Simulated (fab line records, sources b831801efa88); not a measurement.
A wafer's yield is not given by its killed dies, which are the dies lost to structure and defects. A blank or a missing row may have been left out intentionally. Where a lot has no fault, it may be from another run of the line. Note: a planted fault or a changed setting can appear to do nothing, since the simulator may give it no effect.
fab line records	flow sky130
[record] lots = 13	wafers = 39	lastDay = 50
route steps=708 shown SPACER@305 SD_N@353 LI_CONTACT@365 PAD_OPEN@708
lots with no fault: from the same line, run without faults
startH: start of the lot's first displayed wafer, in hours after the record's first day	waitH: hours from the lot's prior step to this one	" repeats the value in the row above	L1.1+2: one row covering several wafers at once	- no value present, or no start provided	* or withheld: withheld	< > ~ a bound
route shown NAME@n: NAME is a module with steps in the file, n the number in the route of the first one	usual: mean/standard deviation taken from wafers without a fault	same: alike in all rows	chamber/n: place in a boat	sites: readings site by site	_std_site: their standard deviation	_edge_site: mean of outer sites minus mean of inner sites	radiusMm: for every site, how far away it sits from the centre of the wafer	mask NAME#n: copy n	behind: tool/chamber where the wafer was last shaped	hold: reason for holding the lot/hours on hold/outcome of the hold	device: transistor that didn't switch, given as n, p or np	end of line: the same wafers' tests at the end of the route	step lacking rows: just its recipe	killed: dies that structure and defects cost at the first sort, which is not the same as the wafer's yield	map: per-die view of a wafer (x killed, . not killed, _ where there is no die)
set.NAME: the setting as run; set.NAME@STEP: as run at that earlier step	model.NAME: the simulator's own value behind a step, which no gauge read
one table for each step of the route and one row for each wafer, over a sample of lots
services: a tool's chamber out of use, with start hour (startH, from the record's first day; less than 0 if before it), hours out, and reason
[[steps]]
[step SKY_SPACER_THK_MEAS_01]
[recipe] reads = Si3N4_of_SPACER_CVD_00
[usual] SPACER_CVD_00_THK = 43.1/0.34
lot.wafer	tool	chamber	startH	waitH	SPACER_CVD_00_THK[nm]
L256.1	filmMetro-02	-	519.48	0.0	43.1
L256.2	"	-	"	"	43.1
L256.3	"	-	"	"	43.3
L259.1	filmMetro-03	-	574.95	0.0	43.7
L259.3	"	-	"	"	43.8
L259.6	"	-	"	"	43.6
L258.2	filmMetro-02	-	574.96	0.0	42.8
L258.3	"	-	"	"	43.0
L258.5	"	-	"	"	42.7
L261.2	filmMetro-03	-	575.02	0.1	43.4
L261.3	"	-	"	"	43.2
L261.4	"	-	"	"	43.2
L262.1	filmMetro-02	-	583.58	0.0	43.3
L262.2	"	-	"	"	43.1
L262.4	"	-	"	"	43.5
L264.1	filmMetro-02	-	594.36	0.0	42.6
L264.5	"	-	"	"	43.2
L264.6	"	-	"	"	42.8
L265.1	filmMetro-03	-	602.18	0.0	43.2
L265.4	"	-	"	"	43.1
L265.5	"	-	"	"	43.4
L267.1	filmMetro-02	-	629.01	0.0	43.2
L267.4	"	-	"	"	43.4
L267.5	"	-	"	"	43.3
L268.4	filmMetro-02	-	641.81	0.0	43.2
L268.5	"	-	"	"	43.2
L268.6	"	-	"	"	43.4
L272.1	filmMetro-03	-	662.86	0.0	43.5
L272.2	"	-	"	"	43.9
L272.5	"	-	"	"	43.4
L273.3	filmMetro-02	-	665.88	0.0	42.9
L273.5	"	-	"	"	42.9
L273.6	"	-	"	"	43.0
L278.1	filmMetro-01	-	709.65	0.0	43.2
L278.2	"	-	"	"	43.3
L278.5	"	-	"	"	43.0
L279.2	filmMetro-02	-	716.12	0.0	43.4
L279.3	"	-	"	"	43.3
L279.5	"	-	"	"	43.2
[step SKY_SD_N_STRIP_11]
[recipe] chemistry = O2/N2	powerW = 1400	pressureMtorr = 1500	platenTempC = withheld	o2FlowSccm = 3000	n2FlowSccm = 300	overashFraction = 0.5
[usual] drypumpMotorCurrentA = 5.8/0.61	o2FlowSccm = 2999/9.2	oesProductAu = 0.528/0.0048	stripTimeToEndpointS = 22.55/0.039
lot.wafer	tool	chamber	startH	waitH	drypumpMotorCurrentA	o2FlowSccm	oesProductAu	rfHoursCounterH	stripTimeToEndpointS
L256.1	plasmaAsher-01	0	636.48	0.1	5.3	3004	0.529	93	22.53
L256.2	"	1	"	"	6.5	3011	0.532	93	22.51
L256.3	"	1	"	"	6.5	3001	0.523	-	22.51
L259.1	plasmaAsher-03	1	691.26	0.1	6.6	2985	0.525	55	22.56
L259.3	"	1	"	"	6.6	2999	0.528	-	22.57
L259.6	"	0	"	"	5.2	3004	0.530	-	22.60
L258.2	plasmaAsher-03	0	691.66	0.1	5.2	3011	0.521	55	22.59
L258.3	"	1	"	"	6.5	2991	0.530	-	22.55
L258.5	"	1	"	"	6.6	2989	0.530	-	22.55
L261.2	plasmaAsher-03	1	692.26	0.1	6.5	3004	0.533	55	22.55
L261.3	"	1	"	"	6.6	2997	0.522	-	22.54
L261.4	"	0	"	"	5.2	2986	0.517	-	22.54
L262.1	plasmaAsher-04	0	698.01	0.1	6.1	3002	0.527	90	22.67
L262.2	"	1	"	"	5.2	3004	0.531	90	22.60
L262.4	"	0	"	"	6.1	2991	0.522	-	22.61
L264.1	plasmaAsher-01	0	706.46	0.1	5.3	2997	0.531	100	22.58
L264.5	"	0	"	"	5.3	2985	0.528	-	22.54
L264.6	"	1	"	"	6.6	2988	0.536	-	22.53
L265.1	plasmaAsher-01	0	715.06	0.1	5.3	2998	0.535	101	22.62
L265.4	"	0	"	"	5.3	3001	0.523	-	22.58
L265.5	"	0	"	"	5.3	3000	0.526	-	22.60
L267.1	plasmaAsher-03	0	741.66	0.1	5.2	2989	0.531	60	22.64
L267.4	"	1	"	"	6.5	3003	0.534	-	22.56
L267.5	"	0	"	"	5.2	2987	0.532	-	22.58
L268.4	plasmaAsher-01	0	754.39	0.1	5.3	2999	0.528	-	22.60
L268.5	"	1	"	"	6.5	2985	0.533	-	22.60
L268.6	"	0	"	"	5.3	2992	0.529	-	22.56
L272.1	plasmaAsher-01	0	773.96	0.1	5.3	2989	0.506	3	24.11
L272.2	"	1	"	"	6.6	3012	0.526	3	22.60
L272.5	"	0	"	"	5.3	3002	0.509	-	24.14
L273.3	plasmaAsher-01	1	774.97	0.1	6.5	3004	0.533	-	22.50
L273.5	"	0	"	"	5.3	2997	0.510	-	24.10
L273.6	"	1	"	"	6.5	2999	0.527	-	22.53
L278.1	plasmaAsher-04	0	816.86	0.1	6.1	2993	0.525	101	22.54
L278.2	"	1	"	"	5.2	3008	0.526	101	22.55
L278.5	"	1	"	"	5.2	3001	0.524	-	22.52
L279.2	plasmaAsher-03	1	822.86	0.1	6.5	3001	0.529	68	22.55
L279.3	"	0	"	"	5.2	2992	0.527	-	22.53
L279.5	"	1	"	"	6.6	3004	0.518	-	22.52
[step SKY_SD_N_TW_MEAS_12]
[usual] SD_N_TW = 3951/20
lot.wafer	tool	chamber	startH	waitH	SD_N_TW
L256.1	filmMetro-04	-	636.58	0.1	3924
L256.2	"	-	"	"	3934
L256.3	"	-	"	"	3935
L259.1	filmMetro-04	-	691.36	0.1	3941
L259.3	"	-	"	"	3962
L259.6	"	-	"	"	3979
L258.2	filmMetro-04	-	691.77	0.1	3947
L258.3	"	-	"	"	3959
L258.5	"	-	"	"	3970
L261.2	filmMetro-02	-	692.37	0.1	3944
L261.3	"	-	"	"	3955
L261.4	"	-	"	"	3942
L262.1	filmMetro-02	-	698.11	0.1	3956
L262.2	"	-	"	"	3955
L262.4	"	-	"	"	3983
L264.1	filmMetro-04	-	706.56	0.1	3991
L264.5	"	-	"	"	3984
L264.6	"	-	"	"	3955
L265.1	filmMetro-02	-	715.16	0.1	3988
L265.4	"	-	"	"	3987
L265.5	"	-	"	"	3998
L267.1	filmMetro-04	-	741.76	0.1	3960
L267.4	"	-	"	"	3945
L267.5	"	-	"	"	3957
L268.4	filmMetro-02	-	754.49	0.1	3934
L268.5	"	-	"	"	3936
L268.6	"	-	"	"	3939
L272.1	filmMetro-02	-	774.06	0.1	3943
L272.2	"	-	"	"	3953
L272.5	"	-	"	"	3989
L273.3	filmMetro-02	-	775.05	0.1	3950
L273.5	"	-	"	"	3964
L273.6	"	-	"	"	3938
L278.1	filmMetro-03	-	816.96	0.1	3911
L278.2	"	-	"	"	3927
L278.5	"	-	"	"	3899
L279.2	filmMetro-02	-	822.97	0.1	3958
L279.3	"	-	"	"	3982
L279.5	"	-	"	"	3983
[step SKY_LI_CONTACT_BOW_MEAS_03]
[recipe] mode = bow
[usual] LI_CONTACT_BOW = 55/6.4
lot.wafer	tool	chamber	startH	waitH	LI_CONTACT_BOW[um]
L256.1	filmMetro-02	-	637.76	0.2	61
L256.2	"	-	"	"	63
L256.3	"	-	"	"	61
L259.1	filmMetro-02	-	693.34	0.2	60
L259.3	"	-	"	"	54
L259.6	"	-	"	"	47
L258.2	filmMetro-02	-	693.80	0.3	64
L258.3	"	-	"	"	67
L258.5	"	-	"	"	50
L261.2	filmMetro-03	-	693.96	0.1	66
L261.3	"	-	"	"	54
L261.4	"	-	"	"	73
L262.1	filmMetro-03	-	699.24	0.1	53
L262.2	"	-	"	"	61
L262.4	"	-	"	"	55
L264.1	filmMetro-02	-	707.68	0.2	53
L264.5	"	-	"	"	62
L264.6	"	-	"	"	55
L265.1	filmMetro-04	-	716.29	0.1	51
L265.4	"	-	"	"	49
L265.5	"	-	"	"	46
L267.1	filmMetro-03	-	742.89	0.1	66
L267.4	"	-	"	"	57
L267.5	"	-	"	"	51
L268.4	filmMetro-03	-	755.64	0.2	54
L268.5	"	-	"	"	57
L268.6	"	-	"	"	50
L272.1	filmMetro-02	-	775.18	0.1	53
L272.2	"	-	"	"	54
L272.5	"	-	"	"	42
L273.3	filmMetro-04	-	776.20	0.1	48
L273.5	"	-	"	"	53
L273.6	"	-	"	"	54
L278.1	filmMetro-03	-	818.09	0.1	54
L278.2	"	-	"	"	48
L278.5	"	-	"	"	53
L279.2	filmMetro-04	-	824.11	0.3	56
L279.3	"	-	"	"	54
L279.5	"	-	"	"	48
[step SKY_PAD_OPEN_PROBE_99]
[usual] killed_at_M0_to_M3 = 43/7.2	killed_at_M4_up = 3.3/1.8	killedAtContacts = 23/5.5	killedAtFrontEnd = 16/5.1	killedAtOther = 0.4/0.65	killedDies = 85/10	killedOpen = 46/7.1	killedShort = 38/7.2
[same] grossDies = 492	killedAtBackSide = 0
lot.wafer	tool	chamber	startH	waitH	killed_at_M0_to_M3	killed_at_M4_up	killedAtContacts	killedAtFrontEnd	killedAtOther	killedDies	killedOpen	killedShort
L256.1	prober-02	-	1068.58	0.1	41	1	27	19	0	88	48	40
L256.2	prober-02	-	1068.63	0.1	28	3	23	9	0	63	35	28
L256.3	prober-02	-	1068.68	0.2	39	2	19	20	0	80	43	37
L259.1	prober-02	-	1105.82	0.1	59	1	20	13	1	94	50	42
L259.3	prober-02	-	1105.92	0.2	50	2	21	18	1	92	51	41
L259.6	prober-02	-	1106.07	0.2	50	2	20	13	0	85	46	37
L264.1	prober-01	-	1118.33	0.1	48	3	22	22	2	97	52	45
L264.5	prober-01	-	1118.53	0.2	41	4	17	14	0	76	45	30
L264.6	prober-01	-	1118.58	0.2	48	3	19	10	0	80	39	41
L267.1	prober-02	-	1142.81	0.1	44	2	20	13	1	80	43	37
L267.4	prober-02	-	1142.96	0.2	44	5	20	14	1	84	37	47
L267.5	prober-02	-	1143.01	0.2	35	1	16	16	1	69	43	26
L268.4	prober-01	-	1150.52	0.2	42	3	20	13	1	79	31	48
L268.5	prober-01	-	1150.57	0.2	42	3	24	25	1	95	51	43
L268.6	prober-01	-	1150.62	0.2	48	1	27	15	0	91	47	43
L272.1	prober-01	-	1165.53	0.1	41	1	30	7	0	79	47	32
L272.2	prober-01	-	1165.58	0.1	42	3	22	14	0	81	45	36
L272.5	prober-01	-	1165.73	0.2	47	2	27	10	0	86	42	44
L273.3	prober-02	-	1166.50	0.2	39	4	27	11	0	81	42	39
L273.5	prober-02	-	1166.60	0.2	33	3	20	11	2	69	40	29
L273.6	prober-02	-	1166.65	0.2	36	1	20	20	0	77	44	33
// killed by level:class
L256.1 CONTACT:geometricParticle:open=15 METAL2:geometricParticle:short=8 LI_CONTACT:geometricParticle:open=7 FIELD_ISO:geometricParticle:short=5 POLY_GATE:geometricParticle:short=5 VIA1:geometricParticle:open=5 VIA2:geometricParticle:open=5 VIA3:geometricParticle:open=5
L256.2 CONTACT:geometricParticle:open=9 VIA3:geometricParticle:open=8 CONTACT:geometricParticle:short=5 LI_CONTACT:geometricParticle:short=4 VIA1:geometricParticle:open=4 POLY_GATE:geometricParticle:open=3 LOCAL_INTERCONNECT:geometricParticle:short=3 METAL1:geometricParticle:short=3
L256.3 VIA1:geometricParticle:open=11 FIELD_ISO:geometricParticle:open=8 CONTACT:geometricParticle:short=8 VIA2:geometricParticle:open=8 FIELD_ISO:geometricParticle:short=6 VIA3:geometricParticle:open=6 LI_CONTACT:geometricParticle:open=4 VIA2:geometricParticle:short=4
L259.1 VIA2:geometricParticle:open=13 VIA1:geometricParticle:short=10 VIA1:geometricParticle:open=9 LI_CONTACT:geometricParticle:open=7 METAL2:geometricParticle:short=6 VIA3:geometricParticle:open=6 POLY_GATE:geometricParticle:open=4 LOCAL_INTERCONNECT:geometricParticle:short=4
L259.3 VIA2:geometricParticle:open=10 VIA1:geometricParticle:open=9 METAL2:geometricParticle:short=9 METAL1:geometricParticle:short=6 LI_CONTACT:geometricParticle:open=6 FIELD_ISO:geometricParticle:open=5 POLY_GATE:geometricParticle:open=5 LI_CONTACT:geometricParticle:short=5
L259.6 VIA1:geometricParticle:open=10 VIA2:geometricParticle:open=10 CONTACT:geometricParticle:open=8 METAL1:geometricParticle:short=6 VIA1:geometricParticle:short=5 METAL2:geometricParticle:short=5 LI_CONTACT:geometricParticle:open=4 CONTACT:geometricParticle:short=4
L264.1 CONTACT:geometricParticle:open=10 VIA1:geometricParticle:open=9 VIA2:geometricParticle:open=9 FIELD_ISO:geometricParticle:open=6 FIELD_ISO:geometricParticle:short=6 LI_CONTACT:geometricParticle:open=5 METAL2:geometricParticle:short=5 VIA3:geometricParticle:short=5
L264.5 VIA1:geometricParticle:open=7 CONTACT:geometricParticle:open=6 VIA2:geometricParticle:open=6 VIA1:geometricParticle:short=5 LI_CONTACT:geometricParticle:open=5 METAL2:geometricParticle:short=5 VIA3:geometricParticle:open=5 METAL2:geometricParticle:open=4
L264.6 VIA1:geometricParticle:open=11 METAL2:geometricParticle:short=10 CONTACT:geometricParticle:open=9 METAL1:geometricParticle:short=7 VIA3:geometricParticle:open=5 POLY_GATE:geometricParticle:open=4 LOCAL_INTERCONNECT:geometricParticle:short=3 CONTACT:geometricParticle:short=3
L267.1 VIA1:geometricParticle:open=11 VIA3:geometricParticle:open=8 LI_CONTACT:geometricParticle:open=6 METAL2:geometricParticle:short=6 CONTACT:geometricParticle:open=5 VIA2:geometricParticle:short=5 LOCAL_INTERCONNECT:geometricParticle:short=4 FIELD_ISO:geometricParticle:short=3
L267.4 VIA1:geometricParticle:open=10 METAL2:geometricParticle:short=10 CONTACT:geometricParticle:short=7 FIELD_ISO:geometricParticle:open=5 CONTACT:geometricParticle:open=5 LOCAL_INTERCONNECT:geometricParticle:short=4 VIA1:geometricParticle:short=4 VIA2:geometricParticle:open=4
L267.5 VIA1:geometricParticle:open=11 POLY_GATE:geometricParticle:open=6 VIA2:geometricParticle:open=5 LI_CONTACT:geometricParticle:short=4 LI_CONTACT:geometricParticle:open=4 VIA3:geometricParticle:open=4 LOCAL_INTERCONNECT:geometricParticle:short=3 CONTACT:geometricParticle:open=3
L268.4 METAL2:geometricParticle:short=10 LOCAL_INTERCONNECT:geometricParticle:short=7 VIA1:geometricParticle:open=7 LI_CONTACT:geometricParticle:open=5 CONTACT:geometricParticle:open=5 VIA2:geometricParticle:short=5 METAL1:geometricParticle:short=4 VIA2:geometricParticle:open=4
L268.5 CONTACT:geometricParticle:open=11 VIA1:geometricParticle:open=10 FIELD_ISO:geometricParticle:short=9 VIA3:geometricParticle:open=6 METAL1:geometricParticle:short=6 POLY_GATE:geometricParticle:open=5 LOCAL_INTERCONNECT:geometricParticle:short=5 VIA3:geometricParticle:short=5
L268.6 LI_CONTACT:geometricParticle:open=8 VIA2:geometricParticle:open=8 FIELD_ISO:geometricParticle:open=7 CONTACT:geometricParticle:short=7 METAL1:geometricParticle:short=7 VIA1:geometricParticle:open=6 FIELD_ISO:geometricParticle:short=5 CONTACT:geometricParticle:open=5
L272.1 VIA1:geometricParticle:open=16 CONTACT:geometricParticle:open=11 LI_CONTACT:geometricParticle:open=10 METAL1:geometricParticle:short=6 CONTACT:geometricParticle:short=5 LI_CONTACT:geometricParticle:short=4 METAL2:geometricParticle:short=4 VIA1:geometricParticle:short=3
L272.2 LI_CONTACT:geometricParticle:open=8 VIA1:geometricParticle:open=8 CONTACT:geometricParticle:open=6 FIELD_ISO:geometricParticle:open=5 CONTACT:geometricParticle:short=5 METAL1:geometricParticle:short=5 VIA1:geometricParticle:short=5 VIA2:geometricParticle:open=5
L272.5 CONTACT:geometricParticle:open=9 CONTACT:geometricParticle:short=7 VIA1:geometricParticle:short=7 VIA1:geometricParticle:open=7 METAL2:geometricParticle:short=7 VIA2:geometricParticle:open=6 LI_CONTACT:geometricParticle:open=5 METAL1:geometricParticle:short=5
L273.3 CONTACT:geometricParticle:open=10 VIA2:geometricParticle:open=8 LOCAL_INTERCONNECT:geometricParticle:short=7 VIA1:geometricParticle:open=7 CONTACT:geometricParticle:short=6 METAL2:geometricParticle:short=6 POLY_GATE:geometricParticle:open=5 METAL1:geometricParticle:short=4
L273.5 CONTACT:geometricParticle:open=11 VIA1:geometricParticle:open=7 LI_CONTACT:geometricParticle:open=6 METAL1:geometricParticle:short=5 FIELD_ISO:geometricParticle:short=4 VIA2:geometricParticle:open=4 VIA3:geometricParticle:open=4 VIA1:geometricParticle:short=3
L273.6 CONTACT:geometricParticle:open=11 VIA2:geometricParticle:open=9 VIA1:geometricParticle:open=8 POLY_GATE:geometricParticle:short=7 FIELD_ISO:geometricParticle:short=6 CONTACT:geometricParticle:short=5 VIA3:geometricParticle:open=5 FIELD_ISO:geometricParticle:open=4
[[services]]
tool	chamber	startH	hours	kind
plasmaAsher-01	-	630.91	2.2	repair
plasmaAsher-01	-	697.30	2.8	pm
plasmaAsher-04	-	714.39	14.6	pm
plasmaAsher-01	-	733.75	9.0	pm
plasmaAsher-01	0	733.75	9.0	ventCycle
plasmaAsher-01	1	733.75	9.0	ventCycle
plasmaAsher-01	0	742.75	-	clean
plasmaAsher-01	1	742.75	-	clean
plasmaAsher-01	-	772.12	1.7	repair
plasmaAsher-01	-	784.90	2.1	repair
plasmaAsher-04	-	793.98	1.0	repair
[[key]]
[firstSign] step = SKY_SD_N_STRIP_11	reading = stripTimeToEndpointS	direction = up	sigmas = 40	usual = *	struck = *
[effect] step = SKY_SD_N_STRIP_11	reading = oesProductAu	direction = down	sigmas = 4	usual = 0.528	struck = 0.508
metAt SKY_SD_N_STRIP_11
struckLots L272,L273
struckWafers L272.1,L272.5,L273.5
testerLeftOut L272,L273
notActingAt SKY_SPACER_THK_MEAS_01,SKY_SD_N_TW_MEAS_12,SKY_LI_CONTACT_BOW_MEAS_03
onsetBetween 754.39 773.96
[fault] kind = processParameterDrift	tool = plasmaAsher-01	chamber = 0	onsetH = 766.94	steps = SKY_SD_N_STRIP_11	channel = powerW	offset = *	shape = step	endH = 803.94	actsIn = *	stated = *
// testerLeftOut: of these lots the tester's yield and bins aren't shown, on N5 and GAA mostly nor the transistor test; their killed dies are dies lost to structure and defects alone, not to doping, threshold or leakage, so they don't give the yield
